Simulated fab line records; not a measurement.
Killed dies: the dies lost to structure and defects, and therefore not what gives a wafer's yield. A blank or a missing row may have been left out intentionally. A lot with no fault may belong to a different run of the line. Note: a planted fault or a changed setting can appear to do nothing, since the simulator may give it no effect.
The same fault as seen by 2 desks | flow gf180mcu | each desk holds nothing but its own numbers, with what lay behind them at the end

## AT THE METROLOGY DESK
Lot by lot, what the gauges showed, no matter which tool ran the lot: averages of those sampled wafers that carry a number. Any lot whose mean is over 4 standard deviations away from the usual mean is out of limits and marked OUT; that distance is given in the brackets.
Columns: A = V4_W_RS at GF_V4_RS_MEAS_24, usual 0.327 ohm/sq; B = V4_W_THK at GF_V4_THK_MEAS_25, usual 361 nm; C = MIM_CVD_05_THK at GF_MIM_THK_MEAS_06, usual 41.9 nm; D = MIM_ALCU_RS at GF_MIM_RS_MEAS_10, usual 0.1604 ohm/sq; E = MIM_ALCU_THK at GF_MIM_THK_MEAS_11, usual 200.1 nm; F = cd-nm at GF_M5_CD_MEAS_07, usual 279.5 nm; G = M5_OVL at GF_M5_OVL_MEAS_08, usual -1 nm
lot  | first seen here | A     | B   | C    | D      | E     | F     | G
L520 | day 24 23:02    | 0.339 | 349 | 41.6 | 0.1610 | 198.8 | 278.2 | 1
L523 | day 25 23:08    | 0.326 | 360 | 41.6 | 0.1628 | 197.0 | 279.3 | -4
L532 | day 29 10:00    | 0.326 | 369 | 41.6 | 0.1636 | 197.3 | 278.1 | -0
L533 | day 29 23:36    | 0.326 | 351 | 41.5 | 0.1580 | 202.3 | 279.3 | -6
L538 | day 30 15:48    | 0.323 | 370 | 41.8 | 0.1602 | 199.1 | 280.9 | -1
L541 | day 31 13:44    | 0.320 | 374 | 42.2 | 0.1595 | 200.4 | 277.6 | 3
This desk found nothing out of limits on any of the 6 lots.

## AT THE TOOL OWNER'S DESK: pvd-sputter-04
At GF_MIM_SPUTTER_09 (material TiN, target thk 35 nm, time 29.2 s) the tool's own readings: per lot run on this tool, the mean of the sampled wafers that have a number. Any lot whose mean is over 4 standard deviations away from the usual mean is out of limits and marked OUT; that distance is given in the brackets.
Columns: A = throttle-valve-pct at GF_MIM_SPUTTER_09, usual 30.3 %
lot  | first seen here | A
L520 | day 24 23:53    | 31.1
L523 | day 25 23:58    | 30.4
L532 | day 29 10:50    | 30.5
L533 | day 30 00:26    | 29.5
This desk found nothing out of limits on any of the 4 lots.

## BROUGHT TOGETHER
Metrology desk: nothing out of limits seen.
The desk of the tool owner found nothing out of limits.

## WHAT THE SIMULATOR HAD INSERTED
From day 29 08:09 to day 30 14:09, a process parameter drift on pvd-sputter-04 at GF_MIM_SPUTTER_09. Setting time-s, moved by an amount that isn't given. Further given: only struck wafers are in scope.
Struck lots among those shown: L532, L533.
